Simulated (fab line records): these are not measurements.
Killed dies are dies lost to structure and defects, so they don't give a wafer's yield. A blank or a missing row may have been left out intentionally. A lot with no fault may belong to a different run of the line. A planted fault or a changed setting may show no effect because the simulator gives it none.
One fault seen from 2 desks / flow sfqLine / each desk has only its own numbers; what lay behind them comes last

## METROLOGY DESK
What the gauges read for every lot (on any tool): the sampled wafers with a number, averaged. Marked OUT: a lot whose mean sits more than 4 standard deviations from the usual mean, which makes it out of limits; the brackets give that distance.
Columns: A = M1_OVL at SFQ_M1_OVL_MEAS_911, usual 0 nm
lot=L454; first seen here=day 22 08:46; A=7
lot=L462; first seen here=day 27 01:10; A=0
lot=L464; first seen here=day 27 11:58; A=-1
lot=L470; first seen here=day 29 07:17; A=-6
lot=L471; first seen here=day 29 23:16; A=1
lot=L477; first seen here=day 31 12:59; A=-8
Result from this desk: across the 6 lots, nothing is out of limits.

## THE TOOL OWNER'S DESK: pecvd-03
The tool's own readings at SFQ_TRILAYER_I1_DEP_PECVD_045 (deposits SiO2 from SiH4/N2O, time 111.11 s, target thk 500 nm): means of the sampled wafers that have a number, for each lot that ran on this tool. Marked OUT: a lot whose mean sits more than 4 standard deviations from the usual mean, which makes it out of limits; the brackets give that distance.
Columns: A = chamberPressureTorr at SFQ_TRILAYER_I1_DEP_PECVD_045, usual 2.400 Torr; B = heaterPowerOuterW at SFQ_TRILAYER_I1_DEP_PECVD_045, usual 31 W; C = heaterPowerW at SFQ_TRILAYER_I1_DEP_PECVD_045, usual 85 W; D = rfFwdPowerW at SFQ_TRILAYER_I1_DEP_PECVD_045, usual 182.0 W; E = showerheadVppV at SFQ_TRILAYER_I1_DEP_PECVD_045, usual 813 V; F = throttleValvePct at SFQ_TRILAYER_I1_DEP_PECVD_045, usual 24.1 %
lot=L462; first seen here=day 27 02:10; A=2.402; B=29; C=85; D=182.1; E=795; F=24.0
lot=L464; first seen here=day 27 12:58; A=2.400; B=25; C=80; D=182.4; E=788; F=23.2
lot=L470; first seen here=day 29 08:16; A=2.402; B=29; C=86; D=201.7 (+29) OUT; E=854; F=25.1
lot=L471; first seen here=day 30 00:15; A=2.395; B=27; C=84; D=202.4 (+30) OUT; E=855; F=25.1
This desk finds L470, L471 out of limits, L470 being first, at day 29 08:16 (rfFwdPowerW at SFQ_TRILAYER_I1_DEP_PECVD_045). In limits: L462, L464.

## TAKEN TOGETHER
At day 29 08:16, on L470, L471, the tool owner's desk was in a position to raise an alarm.
The metrology desk saw nothing out of limits.
The metrology desk has L470, L471 on record, within its limits.
SFQ_TRILAYER_I1_DEP_PECVD_045 was run on pecvd-03 by each of the lots named.

## WHAT WAS PUT IN BY THE SIMULATOR
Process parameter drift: pecvd-03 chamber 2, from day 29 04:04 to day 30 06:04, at SFQ_TRILAYER_I1_DEP_PECVD_045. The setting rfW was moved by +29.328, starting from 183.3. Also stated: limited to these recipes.
Shown lots that were struck: L470, L471.
Each desk's first reading out of limits, in hours after the fault started: the tool owner's desk, 4.
